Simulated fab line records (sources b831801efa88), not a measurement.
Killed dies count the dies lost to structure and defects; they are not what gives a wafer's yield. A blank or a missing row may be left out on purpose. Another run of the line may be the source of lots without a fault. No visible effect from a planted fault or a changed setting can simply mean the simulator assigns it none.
Matching of chambers + flow gf180mcu + GF_MIM_CVD_05 on pecvd-02 has 3 sister chambers
The step deposits Si3N4, target thk 42 nm, time 29.086 s. 14 wafers are shown with their chamber, then 7 later ones without.

== WAFERS WITH THEIR CHAMBER ==
| wafer  | chamber | heater power w (W) |
|--------|---------|--------------------|
| L611.2 | 1       | 689                |
| L611.4 | 2       | 746                |
| L611.5 | 1       | 696                |
| L612.1 | 1       | 628                |
| L612.2 | 0       | 913                |
| L612.5 | 2       | 653                |
| L613.2 | 2       | 768                |
| L613.5 | 0       | 832                |
| L613.6 | 1       | 689                |
| L618.1 | 0       | 739                |
| L618.2 | 1       | 674                |
| L618.3 | 2       | 690                |
| L628.2 | 1       | 673                |
| L628.3 | 0       | 762                |

SIGNATURES (means of the wafers above)
| reading        | chamber 0 | chamber 1 | chamber 2 | scatter within a chamber |
|----------------|-----------|-----------|-----------|--------------------------|
| heater power w | 811.50    | 674.83    | 714.25    | 52                       |
Rule: for each reading, subtract the chamber's mean from the wafer's reading, divide by that reading's scatter and square the result; add these up over the readings and take the root, which gives the wafer's distance from the chamber. If the next closest chamber is less than 2 further off than the closest, the wafer can't be placed; otherwise it belongs to the closest. The scatter: the root of (the sum of the squares of (reading less its chamber's mean) over the shown wafers, divided by (wafers less chambers)).

== WAFERS MISSING THEIR CHAMBER ==
| wafer  | heater power w (W) |
|--------|--------------------|
| L628.4 | 669                |
| L633.2 | 854                |
| L633.3 | 690                |
| L633.6 | 707                |
| L634.2 | 811                |
| L634.3 | 685                |
| L634.6 | 705                |

== THE CHAMBER EACH PASSED THROUGH ==
| wafer  | from the rows above          | in truth |
|--------|------------------------------|----------|
| L628.4 | can't be placed: 1 or 2      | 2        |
| L633.2 | can't be placed: 0 or 2      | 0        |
| L633.3 | can't be placed: 1 or 2      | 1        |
| L633.6 | can't be placed: 2 or 1 or 0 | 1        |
| L634.2 | can't be placed: 0 or 2      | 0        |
| L634.3 | can't be placed: 1 or 2      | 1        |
| L634.6 | can't be placed: 2 or 1 or 0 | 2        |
0 of 7 placed correctly. Unplaceable from these rows: 7, with the true chamber sitting among the candidates in 7. 0 placed wrongly.
